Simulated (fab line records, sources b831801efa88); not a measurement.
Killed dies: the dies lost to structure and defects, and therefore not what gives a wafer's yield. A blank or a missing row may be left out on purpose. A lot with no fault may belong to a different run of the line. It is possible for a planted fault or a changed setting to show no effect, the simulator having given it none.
Chamber matching || flow gf180mcu || GF_V3_CMP_26 on cmp-01: 4 sister chambers
The step polishes, stops on SiO2, t overpolish 15 s, target thk 0 nm. 8 wafers are shown with their chamber, then 12 later ones without.

== EACH WAFER AND ITS CHAMBER ==
{"wafer": "L084.5", "chamber": 3, "motor current A (A)": 12.7, "time to endpoint s (s)": 83}
{"wafer": "L085.3", "chamber": 2, "motor current A (A)": 10.0, "time to endpoint s (s)": 90}
{"wafer": "L089.2", "chamber": 3, "motor current A (A)": 12.8, "time to endpoint s (s)": 77}
{"wafer": "L089.4", "chamber": 0, "motor current A (A)": 9.5, "time to endpoint s (s)": 81}
{"wafer": "L089.5", "chamber": 0, "motor current A (A)": 8.9, "time to endpoint s (s)": 84}
{"wafer": "L090.2", "chamber": 1, "motor current A (A)": 8.9, "time to endpoint s (s)": 81}
{"wafer": "L090.4", "chamber": 2, "motor current A (A)": 11.2, "time to endpoint s (s)": 83}
{"wafer": "L090.5", "chamber": 1, "motor current A (A)": 9.2, "time to endpoint s (s)": 83}

== WAFERS WHOSE CHAMBER IS MISSING ==
{"wafer": "L092.1", "motor current A (A)": 12.3, "time to endpoint s (s)": 77}
{"wafer": "L092.2", "motor current A (A)": 9.2, "time to endpoint s (s)": 84}
{"wafer": "L092.3", "motor current A (A)": 10.5, "time to endpoint s (s)": 86}
{"wafer": "L093.2", "motor current A (A)": 12.3, "time to endpoint s (s)": 79}
{"wafer": "L093.4", "motor current A (A)": 8.9, "time to endpoint s (s)": 88}
{"wafer": "L093.5", "motor current A (A)": 9.8, "time to endpoint s (s)": 83}
{"wafer": "L094.2", "motor current A (A)": 9.4, "time to endpoint s (s)": 93}
{"wafer": "L094.3", "motor current A (A)": 12.4, "time to endpoint s (s)": 85}
{"wafer": "L094.4", "motor current A (A)": 9.0, "time to endpoint s (s)": 89}
{"wafer": "L096.1", "motor current A (A)": 8.7, "time to endpoint s (s)": 88}
{"wafer": "L096.2", "motor current A (A)": 12.3, "time to endpoint s (s)": 75}
{"wafer": "L096.4", "motor current A (A)": 11.1, "time to endpoint s (s)": 85}

== EACH ONE'S CHAMBER ==
{"wafer": "L092.1", "from the rows above": 3, "in truth": 3}
{"wafer": "L092.2", "from the rows above": "can't be placed: 0 or 1", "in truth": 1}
{"wafer": "L092.3", "from the rows above": 2, "in truth": 2}
{"wafer": "L093.2", "from the rows above": 3, "in truth": 3}
{"wafer": "L093.4", "from the rows above": "can't be placed: 0 or 1 or 2", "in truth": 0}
{"wafer": "L093.5", "from the rows above": "can't be placed: 0 or 1 or 2", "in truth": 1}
{"wafer": "L094.2", "from the rows above": "can't be placed: 0 or 2 or 1", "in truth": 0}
{"wafer": "L094.3", "from the rows above": 3, "in truth": 3}
{"wafer": "L094.4", "from the rows above": "can't be placed: 0 or 1 or 2", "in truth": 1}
{"wafer": "L096.1", "from the rows above": "can't be placed: 1 or 0", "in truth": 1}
{"wafer": "L096.2", "from the rows above": 3, "in truth": 3}
{"wafer": "L096.4", "from the rows above": 2, "in truth": 2}
Correctly placed: 6 of 12. Cannot be placed on the basis of these rows: 6; the candidates contain the true chamber in 6. Placed wrongly: 0.
How it was worked out, from the rows above alone: a wafer's distance from a chamber is the root of the sum, over the readings, of the square of ((its reading less the chamber's mean) divided by the reading's scatter). The wafer belongs to the nearest chamber; if the next one is less than 2 further off, it can't be placed. The mean given for a chamber averages the wafers shown for that chamber. The scatter: take each reading less its chamber's mean, square it, sum over the shown wafers, divide by the number of wafers less the number of chambers, and take the root.
